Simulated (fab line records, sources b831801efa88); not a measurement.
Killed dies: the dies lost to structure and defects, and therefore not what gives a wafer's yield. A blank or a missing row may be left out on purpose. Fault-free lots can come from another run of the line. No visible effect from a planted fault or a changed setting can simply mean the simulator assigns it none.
Matching of chambers | flow gf180mcu | 4 sister chambers for GF_V4_CMP_04 on cmp-01
The step polishes SiO2. 8 wafers are shown with their chamber, then 12 later ones without.

WAFERS, EACH WITH ITS CHAMBER
wafer  | chamber | motor current A (A) | time to endpoint s (s)
L082.5 | 1       | 12.5                | 78
L083.5 | 1       | 11.7                | 77
L087.1 | 2       | 12.9                | 71
L087.3 | 0       | 10.5                | 71
L087.4 | 3       | 11.5                | 75
L089.1 | 3       | 11.5                | 75
L089.3 | 2       | 12.7                | 83
L089.4 | 0       | 10.8                | 81

WAFERS WITH NO CHAMBER GIVEN
wafer  | motor current A (A) | time to endpoint s (s)
L090.4 | 12.1                | 76
L090.5 | 11.6                | 76
L090.6 | 13.2                | 77
L092.2 | 12.1                | 72
L092.3 | 12.5                | 68
L092.5 | 13.1                | 74
L095.1 | 12.9                | 74
L095.2 | 11.1                | 71
L095.3 | 12.3                | 77
L096.2 | 13.5                | 72
L096.3 | 11.4                | 74
L096.6 | 12.1                | 71

WHICH CHAMBER EACH ONE RAN IN
wafer  | from the rows above          | in truth
L090.4 | can't be placed: 1 or 3 or 2 | 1
L090.5 | can't be placed: 3 or 1      | 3
L090.6 | 2                            | 2
L092.2 | can't be placed: 1 or 3 or 2 | 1
L092.3 | can't be placed: 2 or 1 or 3 | 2
L092.5 | 2                            | 2
L095.1 | 2                            | 2
L095.2 | can't be placed: 3 or 0 or 1 | 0
L095.3 | can't be placed: 1 or 2 or 3 | 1
L096.2 | 2                            | 2
L096.3 | can't be placed: 3 or 1      | 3
L096.6 | can't be placed: 1 or 3 or 2 | 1
4 of 12 placed correctly. From these rows, 8 cannot be placed; in 8 the true chamber is one of the candidates. Wrongly placed: 0.
How it was worked out, from the rows above alone: a wafer's distance from a chamber is the root of the sum, over the readings, of the square of ((its reading less the chamber's mean) divided by the reading's scatter). If the next closest chamber is less than 2 further off than the closest, the wafer can't be placed; otherwise it belongs to the closest. A chamber's mean is the mean of its shown wafers. The scatter is the square root of a quotient: the sum, over the shown wafers, of each reading's squared deviation from its chamber's mean, divided by wafers minus chambers.
